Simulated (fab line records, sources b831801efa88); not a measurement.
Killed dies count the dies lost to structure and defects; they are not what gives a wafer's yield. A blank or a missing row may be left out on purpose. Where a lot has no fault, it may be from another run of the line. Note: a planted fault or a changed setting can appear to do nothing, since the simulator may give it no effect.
Which tool is to blame?    flow sky130    14 lots, 42 wafers sampled, at 4 steps of a route of 708

== WHAT THE GAUGES READ, wafer by wafer ==
SKY_VT_ADJUST_HVTP_CD_MEAS_07 targets a cd of 380 nm. Usual: 380.1 nm for cdNm, sd 2.5.
lot   measured      on        cdNm (nm)          flag
L255  day 5 18:32   cdSem-02  380.3 379.4 378.4  
L256  day 6 05:02   cdSem-01  374.4 377.6 377.2  
L257  day 6 13:18   cdSem-01  380.4 380.0 380.4  
L258  day 6 21:04   cdSem-01  378.5 374.9 379.0  
L259  day 7 04:50   cdSem-02  380.4 382.9 379.2  
L260  day 7 06:55   cdSem-02  377.0 375.9 378.8  
L261  day 7 13:34   cdSem-01  385.5 385.1 385.9  
L262  day 7 22:32   cdSem-01  382.3 382.4 382.4  
L264  day 8 11:07   cdSem-01  380.3 383.4 381.4  
L265  day 8 16:11   cdSem-01  378.2 377.9 377.2  
L266  day 9 00:16   cdSem-02  377.6 382.1 380.0  
L267  day 9 06:56   cdSem-01  381.3 379.6 380.7  
L268  day 9 09:30   cdSem-02  384.5 384.1 386.9  
L276  day 11 12:58  cdSem-01  377.0 380.0 379.2  

SKY_VT_ADJUST_NCORE_CD_MEAS_07 targets a cd of 380 nm. Usual: 379.8 nm for cdNm, sd 2.6.
lot   measured      on        cdNm (nm)          flag
L255  day 8 05:17   cdSem-01  380.9 382.3 380.4  
L256  day 8 16:59   cdSem-02  375.7 375.0 376.9  
L257  day 9 00:54   cdSem-01  376.6 377.8 378.1  
L258  day 9 09:28   cdSem-01  377.1 377.6 377.8  
L259  day 9 17:32   cdSem-02  378.1 381.3 378.0  
L260  day 9 19:01   cdSem-02  379.7 379.1 378.0  
L261  day 10 03:55  cdSem-01  375.9 381.0 379.2  
L262  day 10 13:43  cdSem-01  381.2 381.9 381.4  
L264  day 11 04:02  cdSem-02  382.0 382.5 381.3  
L265  day 11 08:08  cdSem-01  377.1 375.8 373.6  
L266  day 11 18:34  cdSem-01  376.7 380.7 379.0  
L267  day 12 01:32  cdSem-01  377.8 377.1 379.0  
L268  day 12 05:27  cdSem-01  377.6 378.9 378.3  
L276  day 14 18:03  cdSem-01  380.0 379.3 377.7  

SKY_SD_P_CD_MEAS_07 targets a cd of 380 nm. Usual: 379.2 nm for cdNm, sd 2.4.
lot   measured      on        cdNm (nm)          flag
L255  day 24 19:23  cdSem-02  378.0 376.0 378.4  
L256  day 25 12:02  cdSem-01  378.9 379.8 381.3  
L257  day 25 21:09  cdSem-01  377.0 375.9 375.4  
L258  day 26 11:43  cdSem-01  380.4 380.9 382.0  
L259  day 26 19:23  cdSem-01  383.6 382.1 382.9  
L260  day 26 22:46  cdSem-01  384.5 384.0 384.9  
L261  day 27 07:40  cdSem-02  379.6 379.6 382.1  
L262  day 27 17:10  cdSem-01  378.2 377.5 378.6  
L264  day 28 13:31  cdSem-02  376.6 377.6 377.3  
L265  day 28 20:05  cdSem-02  379.1 376.5 376.2  
L266  day 29 06:04  cdSem-01  377.5 379.2 378.0  
L267  day 34 15:47  cdSem-02  375.3 377.6 377.4  
L268  day 34 20:54  cdSem-02  374.5 376.9 375.8  
L276  day 37 13:42  cdSem-02  377.6 378.1 377.2  

== WHICH TOOL RAN EACH LOT (tool, then ch and the chambers of the sampled wafers, then the start) ==
lot   SKY_POLY_GATE_CVD_00
L255  lpcvd-01 ch 0, day 13 07:57
L256  lpcvd-01 ch 0, day 14 01:37
L257  lpcvd-01 ch 0, day 14 11:11
L258  lpcvd-01 ch 1, day 14 23:02
L259  lpcvd-01 ch 1, day 15 06:53
L260  lpcvd-01 ch 0, day 15 09:35
L261  lpcvd-01 ch 0, day 15 19:55
L262  lpcvd-01 ch 0, day 16 06:12
L264  lpcvd-01 ch 1, day 17 00:27
L265  lpcvd-01 ch 1, day 17 06:08
L266  lpcvd-01 ch 1, day 17 18:01
L267  lpcvd-01 ch 1, day 23 06:22
L268  lpcvd-01 ch 0, day 23 10:34
L276  lpcvd-01 ch 1, day 26 10:15
- SKY_POLY_GATE_CVD_00: deposits poly-Si, target thk 180 nm, time 720 s.

== WHAT THE TOOLS THEMSELVES READ (means of the sampled wafers that have a number; where no wafer has one, the mark that the record gives instead) ==
SKY_POLY_GATE_CVD_00. Usual: spikeTcLowerC 620.0 C, standard deviation 1.2; spikeTcUpperC 618.9 C, standard deviation 0.97; zonePowerBottomPct 13.89 %, standard deviation 0.25; zonePowerTopPct 19.25 %, standard deviation 0.2.
lot   tool      spikeTcLowerC (C)  spikeTcUpperC (C)  zonePowerBottomPct (%)  zonePowerTopPct (%)  flag
L255  lpcvd-01  620.4              618.2              14.14                   19.22                
L256  lpcvd-01  619.4              618.8              14.18                   19.09                
L257  lpcvd-01  620.3              619.2              14.09                   19.26                
L258  lpcvd-01  620.2              617.7              13.68                   19.41                
L259  lpcvd-01  620.6              619.5              13.56                   19.43                
L260  lpcvd-01  619.8              618.3              14.01                   19.27                
L261  lpcvd-01  619.2              618.2              14.03                   19.35                
L262  lpcvd-01  620.7              618.7              14.11                   19.08                
L264  lpcvd-01  620.1              619.8              13.57                   19.42                
L265  lpcvd-01  620.5              619.7              13.72                   19.26                
L266  lpcvd-01  621.1              618.1              13.68                   19.26                
L267  lpcvd-01  621.2              618.1              13.59                   19.55                
L268  lpcvd-01  620.1              618.8              13.96                   19.26                
L276  lpcvd-01  620.2              618.3              13.59                   19.13                

== THE ANSWER, worked out from the rows above alone ==
Rule: a lot is off if the mean of its wafers that have a number lies more than 3 standard deviations from the usual mean. Also off: a lot with no number at a reading for which 4 or more lots have one. Where the step has rows for the other lots, those lots are counted as sound. The gauges are gone through in route order, then the tools' own readings, and for those a lot's mean is taken as printed above. At the first step where some lot is off, the reading lying furthest off is the one used; lots without a number count as furthest.
Across all readings shown, no lot is off: no conclusion can be drawn from this.

== WHAT THE SIMULATOR HAD INSERTED ==
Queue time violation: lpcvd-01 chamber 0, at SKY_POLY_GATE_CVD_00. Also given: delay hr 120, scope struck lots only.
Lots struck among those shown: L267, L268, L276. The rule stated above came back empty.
